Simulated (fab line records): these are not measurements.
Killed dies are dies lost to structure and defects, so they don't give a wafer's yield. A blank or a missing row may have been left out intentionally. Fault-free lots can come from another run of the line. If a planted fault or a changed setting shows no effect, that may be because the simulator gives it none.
Struck lot and sound lot, side by side	flow sky130	17 out of 708 route steps
Sound: wafers L139.2, L139.3, L139.4. Struck: wafer L135.6. (L135.3 of the same lot was not struck and is left out.) The cause comes at the end.
Per side, at each step with rows, come the tool, then ch with its chambers, and then its first start. Under that, the readings that differ: sound wafers	struck wafers	difference of the means	sigmas: that difference in standard deviations of wafers without a fault.
alike: readings with means less than 2 such deviations apart, plus words and numbers identical on both sides. not compared: withheld readings, readings lacking a value on some wafer, bounds such as >300 that could conceal the same value, and numbers that have no deviation in the record and whose values overlap.
Wherever a step has rows on one side only, a row that says differs or no value, or a row with sigmas, the two part there. Numbers that have no deviation but don't overlap get no sigmas and don't part them. A reading that every wafer of one side lacks parts them only if that side has two wafers or more.

first, 1 step without rows for these wafers: SKY_LDD_N_IMPLANT_15.
SKY_LDD_N_STRIP_16: strips in O2/N2.
  sound on plasma_asher-04 ch 0,1, day 24 20:47; struck on plasma_asher-03 ch 0, day 23 22:52
reading	sound	struck	difference	sigmas
oes_product_au (a.u.)	0.412 0.412 0.404	0.400	-0.009	-2
  alike: drypump_motor_current_A, strip_time_to_endpoint_s
  not compared: rf_hours_counter_h
SKY_LDD_N_TW_MEAS_17:
  sound: film_metro-03 at day 24 20:54; struck: film_metro-01 at day 23 22:58
  alike: LDD_N_TW
then, 7 steps without rows for these wafers: SKY_LDD_P_DEHYDRATE_00 (time 60 s); SKY_LDD_P_HMDS_01 (prime time 60 s); SKY_LDD_P_COAT_02 (resist thk 1140 nm); SKY_LDD_P_SOFTBAKE_03 (time 60 s); SKY_LDD_P_EXPOSE_04 (exposes mask PSDM, target cd 380 nm); SKY_LDD_P_PEB_05; SKY_LDD_P_DEVELOP_06 (develop time 60 s).
SKY_LDD_P_CD_MEAS_07: the cd target is 380 nm.
  sound: cd_sem-01 at day 26 02:04; struck: cd_sem-01 at day 25 04:21
  alike: cd_nm
SKY_LDD_P_OVL_MEAS_08:
  sound: overlay-01 at day 26 02:10; struck: overlay-01 at day 25 04:27
  alike: LDD_P_OVL
SKY_LDD_P_IMPLANT_09:
  sound on implanter-02 ch 0, day 26 02:13; struck on implanter-01 ch 0, day 25 04:31
  alike: dose_ions_cm2
SKY_LDD_P_STRIP_10: strips in O2/N2.
  sound on plasma_asher-02 ch 0,1, day 26 02:20; struck on plasma_asher-02 ch 0, day 25 04:39
  alike: drypump_motor_current_A, oes_product_au, strip_time_to_endpoint_s
  not compared: rf_hours_counter_h
SKY_LDD_P_TW_MEAS_11:
  sound: film_metro-04 at day 26 02:27; struck: film_metro-04 at day 25 04:44
reading	sound	struck	difference	sigmas
LDD_P_TW	633.1 634.5 633.1	593.7	-39.9	-14
then, 1 step without rows for these wafers: SKY_LDD_HVN_DEHYDRATE_00 (time 60 s).
-- record jumps: 24 days separate the struck wafers' starts on either side; left off in module LDD_HVN, taken up again in module PAD_OPEN, whose first shown step is the route's number 708 --
SKY_PAD_OPEN_PROBE_99:
  sound: prober-02 at day 50 04:03; struck: prober-02 at day 49 16:22
reading	sound	struck	difference	sigmas
killed_dies	94 96 98	74	-22	-2
killed_open	57 51 61	39	-17	-3
  alike: killed_at_M0_to_M3, killed_at_M4_up, killed_at_contacts, killed_at_front_end, killed_at_other, killed_short
  not compared: model.etest.tip_p.rs_ohm_sq, model.etest.tip_p.rs_ohm_sq_range, model.etest.tip_p.rs_ohm_sq_rim_less_centre, model.etest.pfet_01v8.drive_ua_um_range, model.etest.pfet_01v8.vt_sat_v, model.etest.pfet_01v8.vt_v, model.etest.pfet_01v8_hvt.vt_sat_v, model.etest.pfet_01v8.vt_v_range

WHERE THEY PART
Last at SKY_PAD_OPEN_PROBE_99 as far as this record goes, first at SKY_LDD_N_STRIP_16.

WHY: the cause the simulator had injected
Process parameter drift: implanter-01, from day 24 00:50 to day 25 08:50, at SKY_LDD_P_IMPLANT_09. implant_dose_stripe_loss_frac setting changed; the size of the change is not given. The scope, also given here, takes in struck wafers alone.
